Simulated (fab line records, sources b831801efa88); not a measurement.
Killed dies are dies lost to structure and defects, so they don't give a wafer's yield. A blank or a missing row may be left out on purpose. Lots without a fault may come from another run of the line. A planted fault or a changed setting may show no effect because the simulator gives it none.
Problem report in the 8D (eight disciplines) form, filled by code | flow sky130 | the parts of the form that need people (team, actions taken, sign-off) are left out

1. THE PROBLEM
developer_temp_C at SKY_VIA3_DEVELOP_11 reads a mean of 20.19 C on 6 wafers of 2 lots; wafers without a fault read 21.01 C with a standard deviation of 0.11. That is -7.4 standard deviations from the usual mean.
The step: develop time 60 s.
First seen on wafer L691.1, day 44 05:00, on litho_track-04. The record holds 36 wafers of 12 lots with a number at this step. Rule for "out", or "out of limits": more than 4 standard deviations from the usual mean. The other wafers with a number count as sound.

2. WHAT IT IS AND WHAT IT IS NOT
question                    | is                     | is not
which readings at this step | developer_temp_C       | -
which lots                  | L690, L691             | L677, L680, L682, L683, L684, L685, L693, L696, L697, L698
which wafers of those lots  | all that have a number | -
read on which tools         | litho_track-04         | litho_track-02, litho_track-03
when                        | from day 44 05:00      | up to then (18 sound wafers); but 12 sound wafers of L693, L696, L697, L698 came after

3. SUSPECTS, AND WHAT RULES EACH OUT
Counting: a tool at a process step up to the reading stays a suspect if it ran every lot that is out and no sound lot after the first of them.
- litho_track-04 at SKY_VIA3_DEVELOP_11 (develop time 60 s): kept. It ran every lot that is out, first L691 (day 44 05:00), and no sound lot after that; its last sound lot up to then is L684 (day 42 16:00). Its own readings are out on those wafers: developer_temp_C.
Left after counting: litho_track-04 at SKY_VIA3_DEVELOP_11.

4. THE CAUSE (what the simulator had put in)
Process parameter drift: litho_track-04, from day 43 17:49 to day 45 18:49, at SKY_VIA3_DEVELOP_11. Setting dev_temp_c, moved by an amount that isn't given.
Counting left only this tool.

5. THE CHAIN OF EFFECTS, in route order
Each row: a reading whose mean over the struck wafers that have a number lies more than 3 standard deviations from the usual. Only readings for which the record gives a usual standard deviation are gone through. hours: the time from each lot's start at the first step in this table that gives one to its start at this step, as a median over the lots. sigmas: the change in usual standard deviations.
hours | step                | reading          | usual   | on struck wafers | change | sigmas
0     | SKY_VIA3_DEVELOP_11 | developer_temp_C | 21.01 C | 20.19            | -0.82  | -7.4
The process steps in it:
- SKY_VIA3_DEVELOP_11: develop time 60 s.

6. WHAT WOULD HAVE CAUGHT IT SOONER
In this record the first reading out of limits was taken at day 44 05:00, 11 hours after the fault began at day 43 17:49.
